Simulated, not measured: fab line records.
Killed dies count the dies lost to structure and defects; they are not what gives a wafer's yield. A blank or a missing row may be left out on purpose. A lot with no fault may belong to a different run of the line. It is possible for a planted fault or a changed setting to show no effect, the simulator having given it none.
Shared-tool check + flow sky130 + 42 wafers sampled across 12 lots

WHY IT WAS OPENED
Of 12 lots, 2 have the reading LDD_LDN_TW flagged at SKY_LDD_LDN_TW_MEAS_13. Fault-free wafers read 1479, with a standard deviation of 15.
Rule: a lot gets a flag if all its wafers with a number sit over 4 standard deviations from that mean, or if no wafer of it has a number. As for the other lots, they are considered sound.

| lot  | measured     | on            | LDD_LDN_TW, wafer by wafer    | flag    |
|------|--------------|---------------|-------------------------------|---------|
| L428 | day 22 22:20 | film-metro-02 | 1463 1462 1459                |         |
| L429 | day 23 16:30 | film-metro-02 | 1468 1462 1476                |         |
| L430 | day 24 02:01 | film-metro-03 | 1480 1469 1482                |         |
| L433 | day 24 21:12 | film-metro-03 | 1474 1482 1480                |         |
| L434 | day 25 23:12 | film-metro-02 | 1472 1464 1467                |         |
| L436 | day 26 09:59 | film-metro-03 | 1484 1482 1483                |         |
| L435 | day 26 10:44 | film-metro-02 | 1466 1467 1468                |         |
| L437 | day 26 20:04 | film-metro-02 | 1466 1464 1466                |         |
| L440 | day 27 15:38 | film-metro-04 | 1505 1504 1514                |         |
| L441 | day 28 01:07 | film-metro-02 | 1350 1354 1356 1354 1353 1353 | FLAGGED |
| L442 | day 28 16:50 | film-metro-04 | 1393 1389 1391 1393 1389 1391 | FLAGGED |
| L444 | day 29 09:56 | film-metro-02 | 1464 1463 1470                |         |
Average over the flagged lots: 1372; offset from the usual -107, equal to -7 standard deviations.

TOOL THAT RAN EACH LOT
The record keeps 1 process step preceding the reading, out of 708 steps on the route. Read each cell as the tool, then ch plus the chambers that the sampled wafers visited, then the start.
| lot  | flag    | SKY_LDD_LDN_IMPLANT_08          |
|------|---------|---------------------------------|
| L428 |         | implanter-02 ch 0, day 22 21:38 |
| L429 |         | implanter-01 ch 0, day 23 15:48 |
| L430 |         | implanter-03 ch 0, day 24 01:20 |
| L433 |         | implanter-02 ch 0, day 24 20:30 |
| L434 |         | implanter-03 ch 0, day 25 22:30 |
| L436 |         | implanter-01 ch 0, day 26 09:17 |
| L435 |         | implanter-03 ch 0, day 26 10:04 |
| L437 |         | implanter-02 ch 0, day 26 19:22 |
| L440 |         | implanter-02 ch 0, day 27 14:57 |
| L441 | FLAGGED | implanter-02 ch 0, day 28 00:27 |
| L442 | FLAGGED | implanter-02 ch 0, day 28 16:09 |
| L444 |         | implanter-03 ch 0, day 29 09:14 |
What these steps do:
- SKY_LDD_LDN_IMPLANT_08
- SKY_LDD_LDN_TW_MEAS_13

FLAGGED OVER TOTAL, TOOL BY TOOL (the gauges that took the reading come last)
| step                   | tool          | lots run | flagged | share of the flagged lots | sound lots run after its first flagged lot |
|------------------------|---------------|----------|---------|---------------------------|--------------------------------------------|
| SKY_LDD_LDN_IMPLANT_08 | implanter-01  | 2        | 0       | none                      | -                                          |
| SKY_LDD_LDN_IMPLANT_08 | implanter-02  | 6        | 2       | all                       | 0                                          |
| SKY_LDD_LDN_IMPLANT_08 | implanter-03  | 4        | 0       | none                      | -                                          |
| SKY_LDD_LDN_TW_MEAS_13 | film-metro-02 | 7        | 1       | some                      | 1 (L444)                                   |
| SKY_LDD_LDN_TW_MEAS_13 | film-metro-03 | 3        | 0       | none                      | -                                          |
| SKY_LDD_LDN_TW_MEAS_13 | film-metro-04 | 2        | 1       | some                      | 0                                          |

WHAT THE TABLE PERMITS
Rows of the table that ran each flagged lot: 1, that is implanter-02 at SKY_LDD_LDN_IMPLANT_08.
- implanter-02 at SKY_LDD_LDN_IMPLANT_08 ran 6 lots, 2 of them flagged. Last sound lot L440 at day 27 14:57, first flagged lot L441 at day 28 00:27; a fault beginning in between fits. Its own readings lie more than 4 standard deviations out on every wafer of the flagged lots: dose-ions-cm2, faraday-current-uA.
Left over: one tool, implanter-02 at SKY_LDD_LDN_IMPLANT_08.

WHAT THE SIMULATOR HAD PUT IN
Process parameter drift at SKY_LDD_LDN_IMPLANT_08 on implanter-02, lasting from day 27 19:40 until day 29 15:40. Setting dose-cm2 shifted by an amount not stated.
Shown lots that were struck: L441, L442. The rule above found the same.
